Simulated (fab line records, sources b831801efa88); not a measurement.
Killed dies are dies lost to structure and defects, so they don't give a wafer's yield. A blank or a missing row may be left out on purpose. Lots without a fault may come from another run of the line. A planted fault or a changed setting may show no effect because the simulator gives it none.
Problem report in the 8D (eight disciplines) form, filled by code | flow gf180mcu | the parts of the form that need people (team, actions taken, sign-off) are left out

1. THE PROBLEM
V1_W_RS at GF_V1_RS_MEAS_24 reads a mean of 1.2083 ohm/sq on 2 wafers of 2 lots; wafers without a fault read 0.3314 ohm/sq with a standard deviation of 0.003. That is +99 or more standard deviations from the usual mean.
The step: measures by four-point-probe.
First seen on wafer L196.4, day 24 06:58, on film_metro-04. The record holds 33 wafers of 11 lots with a number at this step. Rule for "out", or "out of limits": more than 4 standard deviations from the usual mean. The other wafers with a number count as sound.

2. WHAT IT IS AND WHAT IT IS NOT
question                    | is                           | is not
which readings at this step | V1_W_RS                      | -
which lots                  | L196, L197                   | L179, L180, L181, L184, L189, L190, L191, L195, L202
which wafers of those lots  | L196.4, L197.2               | L196.3, L196.6, L197.3, L197.6
read on which gauges        | film_metro-02, film_metro-04 | film_metro-01
when                        | from day 24 06:58            | up to then (26 sound wafers); but 5 sound wafers of L197, L202 came after

3. SUSPECTS, AND WHAT RULES EACH OUT
Counting: a tool at a process step up to the reading stays a suspect if it ran every lot that is out. Sound lots after the first of them don't rule it out here, since some wafers of a struck lot are sound.
- the gauge at GF_V1_RS_MEAS_24: ruled out. The wafers that are out were read on 2 gauges (film_metro-02, film_metro-04).
- cvd_w-01 at GF_V1_CVD_23 (deposits W, target thk 350 nm, time 105.05 s): kept. It ran every lot that is out, first L196 (day 24 06:50); its last sound lot up to then is L191 (day 23 11:26).
Left after counting: cvd_w-01 at GF_V1_CVD_23.

4. THE CAUSE (what the simulator had put in)
Process parameter drift: cvd_w-01, from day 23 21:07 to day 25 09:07, at GF_V1_CVD_23. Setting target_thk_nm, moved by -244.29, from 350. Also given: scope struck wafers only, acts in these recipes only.
Counting left only this tool.

5. THE CHAIN OF EFFECTS, in route order
Each row: a reading whose mean over the struck wafers that have a number lies more than 3 standard deviations from the usual. Only readings for which the record gives a usual standard deviation are gone through. hours: the time from each lot's start at the first step in this table that gives one to its start at this step, as a median over the lots. sigmas: the change in usual standard deviations.
hours | step              | reading            | usual         | on struck wafers | change  | sigmas
0     | GF_V1_RS_MEAS_24  | V1_W_RS            | 0.3314 ohm/sq | 1.2083           | +0.8769 | +99 or more
4     | GF_V1_THK_MEAS_25 | V1_W_THK           | 351 nm        | 98               | -254    | -58
8     | GF_V1_CMP_26      | time_to_endpoint_s | 83 s          | 23               | -60     | -15
The process steps in it:
- GF_V1_CMP_26: polishes, stops on SiO2, t overpolish 15 s, target thk 0 nm.

6. WHAT WOULD HAVE CAUGHT IT SOONER
In this record the first reading out of limits at a measuring or inspecting step was taken at day 24 06:58, 10 hours after the fault began at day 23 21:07.
Of the tool readings at GF_V1_CVD_23 for which the record gives a usual standard deviation, none was out on any struck wafer, so an alarm limit of 4 standard deviations on them would not have fired.
Of the lots that are out (2), L197 began GF_V1_CVD_23 on cvd_w-01 after day 24 06:58. A hold on the tool at that time would have spared it.
